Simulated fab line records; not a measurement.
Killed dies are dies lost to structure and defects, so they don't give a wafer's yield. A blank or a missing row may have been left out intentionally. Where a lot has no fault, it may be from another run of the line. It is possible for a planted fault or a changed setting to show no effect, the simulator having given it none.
fab line records | flow sky130 | part 2 of 2: steps 29 to 37 of 37
[record] lots = 5 | wafers = 15 | lastDay = 49
route steps=708 shown METAL1@442 VIA1@458
lots that met no fault: taken from a fault-free run of the same line
startH: the number of hours between the record's first day and the start of the first shown wafer of the lot | waitH: hours elapsed since this lot's preceding step | " repeats the value in the row above | L1.1+2: one row covering several wafers at once | - no value, or no start given | * or withheld: withheld | < > ~ a bound
route shown NAME@n: a module of which the file shows steps, and the number in the route of the first | usual: average and standard deviation across the fault-free wafers | same: alike in all rows | chamber/n: place in a boat | sites: the reading at each site | _std_site: their standard deviation | _edge_site: outer sites' mean less inner sites' | radiusMm: how far each site lies from the wafer's centre | mask NAME#n: copy n | behind: the tool/chamber that last shaped the wafer | hold: why the lot went on hold/how many hours it stayed there/how the hold came to an end | device: the n, p or np transistor that did not switch | end of line: at the end of the route, the tests of the same wafers | for a step that has no rows: nothing shown but its recipe | killed: count of dies lost to structure and defects at first sort (not the wafer's yield) | map: per-die view of a wafer (x killed, . not killed, _ where there is no die)
set.NAME: setting as actually run; set.NAME@STEP: the setting as run at that earlier step | model.NAME: the simulator's own value behind a step, which no gauge read
certain route steps with their lots: each step a table, each wafer a row
services: the hour from which a tool's chamber was out of use, counted from the record's first day as startH (under 0 if before that day), plus the number of hours and why
[[steps]]
[step SKY_VIA1_CD_MEAS_12]
[recipe] targetCdNm = 150
[usual] cdNm = 149.5/1.4
lot.wafer | tool     | chamber | startH | waitH | cdNm
L074.3    | cdSem-02 | -       | 786.17 | -     | 149.4
L074.4    | "        | -       | "      | "     | 149.4
L074.6    | "        | -       | "      | "     | 148.7
L076.3    | cdSem-02 | -       | 810.25 | -     | 151.0
L076.5    | "        | -       | "      | "     | 148.8
L076.6    | "        | -       | "      | "     | 149.5
L079.1    | cdSem-01 | -       | 825.40 | -     | 148.9
L079.3    | "        | -       | "      | "     | 150.2
L079.6    | "        | -       | "      | "     | 150.0
L085.2    | cdSem-01 | -       | 888.63 | -     | 152.6
L085.3    | "        | -       | "      | "     | 152.7
L085.4    | "        | -       | "      | "     | 152.0
L093.1    | cdSem-02 | -       | 929.14 | -     | 150.1
L093.4    | "        | -       | "      | "     | 148.9
L093.5    | "        | -       | "      | "     | 151.5
[step SKY_VIA1_OVL_MEAS_13]
[usual] VIA1_OVL = 1/5.9
lot.wafer | tool       | chamber | startH | waitH | VIA1_OVL[nm]
L074.3    | overlay-01 | -       | 786.27 | 0.1   | -7
L074.4    | "          | -       | "      | "     | -9
L074.6    | "          | -       | "      | "     | -2
L076.3    | overlay-02 | -       | 810.34 | 0.1   | -1
L076.5    | "          | -       | "      | "     | 6
L076.6    | "          | -       | "      | "     | 7
L079.1    | overlay-02 | -       | 825.52 | 0.1   | -4
L079.3    | "          | -       | "      | "     | 1
L079.6    | "          | -       | "      | "     | 4
L085.2    | overlay-01 | -       | 888.74 | 0.1   | -2
L085.3    | "          | -       | "      | "     | 1
L085.4    | "          | -       | "      | "     | 3
L093.1    | overlay-01 | -       | 929.26 | 0.1   | -7
L093.4    | "          | -       | "      | "     | 2
L093.5    | "          | -       | "      | "     | -2
[step SKY_VIA1_ETCH_14]
[recipe] chemistry = N2/H2 | target = BARC | ionEnergyEv = 200 | sourceW = 500 | biasW = 100 | pressureMtorr = 30 | n2FlowSccm = 100 | h2FlowSccm = 200 | stopOn = SiO2 | timeS = 45.9 | targetDepthA = 600
[usual] chamberPressureMTorr = 30.001/0.029 | drypumpMotorCurrentA = 5.9/0.44 | oesProductAu = 0.854/0.005 | throttleValvePct = 13.224/0.0087
lot.wafer | tool       | chamber | startH | waitH | chamberPressureMTorr | drypumpMotorCurrentA | oesProductAu | rfHoursCounterH | throttleValvePct
L074.3    | rieDiel-02 | 1       | 786.29 | 0.0   | 29.997               | 6.1                  | 0.851        | 15              | 13.227
L074.4    | "          | 0       | "      | "     | 30.026               | 5.6                  | 0.855        | 17              | 13.219
L074.6    | "          | 0       | "      | "     | 29.995               | 5.6                  | 0.850        | -               | 13.226
L076.3    | rieDiel-02 | 0       | 810.37 | 0.0   | 29.956               | 5.6                  | 0.854        | 18              | 13.229
L076.5    | "          | 2       | "      | "     | 30.015               | 6.4                  | 0.860        | -               | 13.227
L076.6    | "          | 0       | "      | "     | 30.003               | 5.6                  | 0.858        | -               | 13.214
L079.1    | rieDiel-01 | 3       | 825.56 | 0.0   | 30.053               | 6.6                  | 0.857        | 13              | 13.225
L079.3    | "          | 2       | "      | "     | 29.983               | 5.6                  | 0.856        | 9               | 13.223
L079.6    | "          | 1       | "      | "     | 29.980               | 5.4                  | 0.854        | -               | 13.225
L085.2    | rieDiel-02 | 0       | 888.77 | 0.0   | 29.983               | 5.6                  | 0.855        | 21              | 13.229
L085.3    | "          | 3       | "      | "     | 30.045               | 6.4                  | 0.856        | 2               | 13.235
L085.4    | "          | 0       | "      | "     | 30.000               | 5.6                  | 0.850        | -               | 13.212
L093.1    | rieDiel-03 | 2       | 929.29 | 0.0   | 29.979               | 6.3                  | 0.853        | 15              | 13.240
L093.4    | "          | 1       | "      | "     | 30.002               | 6.3                  | 0.857        | 28              | 13.209
L093.5    | "          | 2       | "      | "     | 30.025               | 6.3                  | 0.858        | -               | 13.224
[step SKY_VIA1_ETCH_15]
[recipe] target = SiO2 | chemistry = C4F8/O2/Ar | targetDepthNm = 351 | stopOn = TiN | maskMaterial = KrF-thick | sourceW = 1500 | biasW = 1200 | pressureMtorr = 40 | c4f8FlowSccm = withheld | O2_flow_sccm = 6 | Ar_flow_sccm = 300 | timeS = 54
[usual] chamberPressureMTorr = 40.00/0.038 | oesProductAu = 0.981/0.0067
lot.wafer | tool       | chamber | startH | waitH | chamberPressureMTorr | oesProductAu | rfHoursCounterH
L074.3    | rieDiel-02 | 1       | 786.33 | 0.0   | 40.03                | 0.978        | 15
L074.4    | "          | 0       | "      | "     | 40.00                | 0.990        | 17
L074.6    | "          | 0       | "      | "     | 40.00                | 0.971        | -
L076.3    | rieDiel-02 | 0       | 810.41 | 0.0   | 40.00                | 0.986        | 18
L076.5    | "          | 2       | "      | "     | 40.01                | 0.982        | -
L076.6    | "          | 0       | "      | "     | 40.05                | 0.983        | -
L079.1    | rieDiel-01 | 3       | 825.60 | 0.0   | 39.96                | 0.970        | 13
L079.3    | "          | 2       | "      | "     | 39.94                | 0.978        | 9
L079.6    | "          | 1       | "      | "     | 39.93                | 0.984        | -
L085.2    | rieDiel-02 | 0       | 888.81 | 0.0   | 39.98                | 0.976        | 21
L085.3    | "          | 3       | "      | "     | 40.01                | 0.990        | 2
L085.4    | "          | 0       | "      | "     | 40.00                | 0.977        | -
L093.1    | rieDiel-03 | 2       | 929.33 | 0.0   | 39.99                | 0.992        | 16
L093.4    | "          | 1       | "      | "     | 40.01                | 0.986        | 28
L093.5    | "          | 2       | "      | "     | 39.95                | 0.986        | -
[step SKY_VIA1_STRIP_16]
[recipe] chemistry = O2/N2 | powerW = 1400 | pressureMtorr = 1500 | platenTempC = withheld | o2FlowSccm = 3000 | n2FlowSccm = 300 | overashFraction = 0.5
[usual] chamberPressureMTorr = 1500.0/1.4 | drypumpMotorCurrentA = 5.7/0.38 | oesProductAu = 0.416/0.0046 | stripTimeToEndpointS = 4.460/0.026
lot.wafer | tool           | chamber | startH | waitH | chamberPressureMTorr | drypumpMotorCurrentA | oesProductAu | rfHoursCounterH | stripTimeToEndpointS
L074.3    | plasmaAsher-01 | 0       | 786.41 | 0.1   | 1501.2               | 5.7                  | 0.412        | -               | 4.478
L074.4    | "              | 1       | "      | "     | 1498.4               | 6.1                  | 0.415        | -               | 4.518
L074.6    | "              | 1       | "      | "     | 1502.2               | 6.1                  | 0.420        | -               | 4.476
L076.3    | plasmaAsher-03 | 1       | 810.49 | 0.1   | 1500.5               | 5.9                  | 0.414        | -               | 4.468
L076.5    | "              | 1       | "      | "     | 1499.1               | 5.8                  | 0.411        | -               | 4.417
L076.6    | "              | 0       | "      | "     | 1499.7               | 5.0                  | 0.415        | -               | 4.446
L079.1    | plasmaAsher-01 | 0       | 825.65 | 0.0   | 1500.7               | 5.7                  | 0.420        | 8               | 4.492
L079.3    | "              | 1       | "      | "     | 1501.6               | 6.2                  | 0.412        | -               | 4.458
L079.6    | "              | 1       | "      | "     | 1503.1               | 6.1                  | 0.418        | -               | 4.430
L085.2    | plasmaAsher-04 | 1       | 888.85 | 0.0   | 1497.1               | 5.3                  | 0.421        | 75              | 4.456
L085.3    | "              | 0       | "      | "     | 1500.5               | 5.8                  | 0.414        | -               | 4.440
L085.4    | "              | 1       | "      | "     | 1502.9               | 5.3                  | 0.409        | -               | 4.446
L093.1    | plasmaAsher-03 | 0       | 929.38 | 0.0   | 1499.7               | 5.0                  | 0.409        | 108             | 4.462
L093.4    | "              | 1       | "      | "     | 1502.3               | 5.8                  | 0.410        | -               | 4.464
L093.5    | "              | 1       | "      | "     | 1500.6               | 5.8                  | 0.411        | -               | 4.438
[step SKY_VIA1_STRIP_17]
[recipe] chemistry = postEtchResidueRemover | timeS = 1200 | tempC = 72.5
lot.wafer  | tool        | chamber | startH | waitH
L074.3+4+6 | wetBench-04 | 3       | 786.48 | 0.0
L076.3+5+6 | wetBench-04 | 0       | 810.55 | 0.0
L079.1+3+6 | wetBench-02 | 3       | 825.75 | 0.1
L085.2+3+4 | wetBench-02 | 2       | 888.95 | 0.1
L093.1+4+5 | wetBench-04 | 0       | 929.48 | 0.1
[step SKY_VIA1_CLEAN_18]
[recipe] chemistry = IPA | timeS = 180 | tempC = 25
lot.wafer  | tool        | chamber | startH | waitH
L074.3+4+6 | wetBench-01 | 0       | 786.85 | 0.0
L076.3+5+6 | wetBench-01 | 1       | 810.90 | 0.0
L079.1+3+6 | wetBench-01 | 1       | 826.09 | 0.0
L085.2+3+4 | wetBench-01 | 0       | 889.64 | 0.0
L093.1+4+5 | wetBench-02 | 1       | 929.85 | 0.0
[step SKY_VIA1_CLEAN_19]
[recipe] chemistry = O3/DIW | dry = n2Spin
lot.wafer  | tool        | chamber | startH | waitH
L074.3+4+6 | wetBench-02 | 2       | 786.91 | 0.0
L076.3+5+6 | wetBench-02 | 0       | 810.95 | 0.0
L079.1+3+6 | wetBench-04 | 3       | 826.15 | 0.0
L085.2+3+4 | wetBench-04 | 2       | 889.70 | 0.0
L093.1+4+5 | wetBench-01 | 2       | 929.91 | 0.0
[step SKY_VIA1_SPUTTER_20]
[recipe] material = TiN | targetThkNm = 20 | chamberPressurePa = 5 | powerW = 4000 | timeS = 80
[usual] throttleValvePct = 29.9/1.2
lot.wafer | tool          | chamber | startH | waitH | throttleValvePct
L074.3    | pvdSputter-01 | -       | 787.01 | 0.0   | 31.4
L074.4    | "             | -       | "      | "     | 30.2
L074.6    | "             | -       | "      | "     | 30.6
L076.3    | pvdSputter-04 | -       | 811.05 | 0.0   | 32.0
L076.5    | "             | -       | "      | "     | 32.2
L076.6    | "             | -       | "      | "     | 28.4
L079.1    | pvdSputter-03 | -       | 826.24 | 0.0   | 30.9
L079.3    | "             | -       | "      | "     | 29.7
L079.6    | "             | -       | "      | "     | 29.7
L085.2    | pvdSputter-04 | -       | 889.79 | 0.0   | 32.0
L085.3    | "             | -       | "      | "     | 28.5
L085.4    | "             | -       | "      | "     | 28.6
L093.1    | pvdSputter-04 | -       | 930.00 | 0.0   | 31.8
L093.4    | "             | -       | "      | "     | 28.6
L093.5    | "             | -       | "      | "     | 28.5
[[services]]
tool           | chamber | startH | hours | kind
plasmaAsher-01 | -       | 733.75 | 9.0   | pm
krfScanner-02  | -       | 744.75 | 4.4   | pm
krfScanner-01  | -       | 749.97 | 1.0   | pm
rieMetal-01    | 1       | 756.07 | 12.2  | repair
krfScanner-02  | -       | 769.18 | 4.0   | pm
krfScanner-02  | -       | 776.66 | 2.2   | repair
rieDiel-02     | -       | 780.89 | 0.5   | repair
krfScanner-02  | -       | 784.69 | 1.0   | pm
rieMetal-04    | -       | 787.46 | 0.1   | repair
rieDiel-02     | 2       | 814.58 | 6.8   | repair
krfScanner-01  | -       | 820.54 | 0.8   | pm
krfScanner-02  | -       | 824.29 | 0.8   | pm
krfScanner-01  | -       | 827.67 | 7.0   | repair
rieMetal-01    | 0       | 832.89 | 21.3  | repair
rieMetal-04    | -       | 835.32 | 0.7   | repair
plasmaAsher-01 | -       | 838.92 | 3.3   | repair
krfScanner-01  | -       | 857.82 | 0.2   | repair
rieDiel-02     | 2       | 867.48 | 40.0  | repair
rieMetal-01    | -       | 870.58 | 0.6   | repair
plasmaAsher-03 | -       | 886.42 | 2.8   | pm
krfScanner-01  | -       | 887.73 | 3.6   | pm
krfScanner-01  | -       | 891.28 | 1.3   | pm
wetBench-04    | -       | 908.95 | 3.9   | repair
krfScanner-01  | -       | 918.97 | 1.0   | pm
